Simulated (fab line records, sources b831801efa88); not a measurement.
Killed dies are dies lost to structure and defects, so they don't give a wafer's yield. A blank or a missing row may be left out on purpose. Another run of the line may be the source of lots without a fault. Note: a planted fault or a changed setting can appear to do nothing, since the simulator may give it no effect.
A lot that was struck, set against a sound lot :: flow sky130 :: 20 out of 708 route steps
Sound: the wafers L660.2, L660.3, L660.6. The struck wafers were L671.1, L671.3, L671.6. The cause is named last.
Order at every step that has rows: each side's tool, ch and its chambers, its first start. Under that, the readings that differ: sound wafers :: struck wafers :: difference of the means :: sigmas: that difference in standard deviations of wafers without a fault.
alike: words and numbers the same on both sides, and readings whose means are apart by under 2 such deviations; not compared: readings that were withheld, readings missing a value for some wafer, numbers with overlapping values and no deviation given by the record, and bounds like >300 which may hide the same value.
Wherever a step has rows on one side only, a row that says differs or no value, or a row with sigmas, the two part there. Numbers that don't overlap but have no deviation are shown without sigmas and don't part them. A reading that every wafer of one side lacks parts them only if that side has two wafers or more.

first, 6 steps without rows for these wafers: SKY_DNWELL_COAT_02 (resist thk 3000 nm); SKY_DNWELL_SOFTBAKE_03; SKY_DNWELL_EXPOSE_04 (exposes mask DNM, target cd 3000 nm); SKY_DNWELL_PEB_05; SKY_DNWELL_DEVELOP_06 (develop time 60 s); SKY_DNWELL_IMPLANT_07.
SKY_DNWELL_STRIP_08: strips in O2/N2.
  sound on plasma-asher-02 ch 0,1, day 3 05:37; struck on plasma-asher-02 ch 1, day 5 14:20
  alike: drypump-motor-current-A, oes-product-au, strip-time-to-endpoint-s
  not compared: rf-hours-counter-h
SKY_DNWELL_TW_MEAS_09:
  struck on film-metro-01, day 5 14:26; sound on film-metro-01, day 3 05:44
  alike: DNWELL_TW
then, 4 steps without rows for these wafers: SKY_PWDE_DEHYDRATE_00 (time 60 s); SKY_PWDE_HMDS_01 (prime time 60 s); SKY_PWDE_COAT_02 (resist thk 3000 nm); SKY_PWDE_SOFTBAKE_03.
SKY_PWDE_EXPOSE_04: exposes mask PWDEM, target cd 840 nm.
  sound on iline-stepper-01 ch 0, day 3 14:02; struck on iline-stepper-02 ch 0, day 5 22:52
reading: mask
sound: PWDEM#0 PWDEM#0 PWDEM#0
struck: DNM#0 DNM#0 DNM#0
difference: differs
sigmas: 
  alike: focus-offset-nm
then, 2 steps without rows for these wafers: SKY_PWDE_PEB_05; SKY_PWDE_DEVELOP_06 (develop time 60 s).
SKY_PWDE_OVL_MEAS_07:
  struck on overlay-01, day 6 07:47; sound on overlay-02, day 3 21:55
reading: PWDE_OVL (nm)
sound: 0.9 -1.1 0.3
struck: - - -
difference: no value on the struck wafers
sigmas: 
then, 1 step without rows for these wafers: SKY_PWDE_IMPLANT_08.
SKY_PWDE_STRIP_09: strips in O2/N2.
  sound on plasma-asher-04 ch 0,1, day 3 22:05; struck on plasma-asher-04 ch 0, day 6 07:58
  alike: drypump-motor-current-A, oes-product-au, strip-time-to-endpoint-s
  not compared: rf-hours-counter-h
SKY_PWDE_TW_MEAS_10:
  struck on film-metro-03, day 6 08:04; sound on film-metro-03, day 3 22:12
reading: PWDE_TW
sound: 383 381 381
struck: 31 30 30
difference: -351
sigmas: -90
then, 1 step without rows for these wafers: SKY_NWELL_DEHYDRATE_03 (time 60 s).

WHERE THEY PART
At SKY_PWDE_EXPOSE_04 first; at SKY_PWDE_TW_MEAS_10 last (within this record only).

WHY: what the simulator had put in
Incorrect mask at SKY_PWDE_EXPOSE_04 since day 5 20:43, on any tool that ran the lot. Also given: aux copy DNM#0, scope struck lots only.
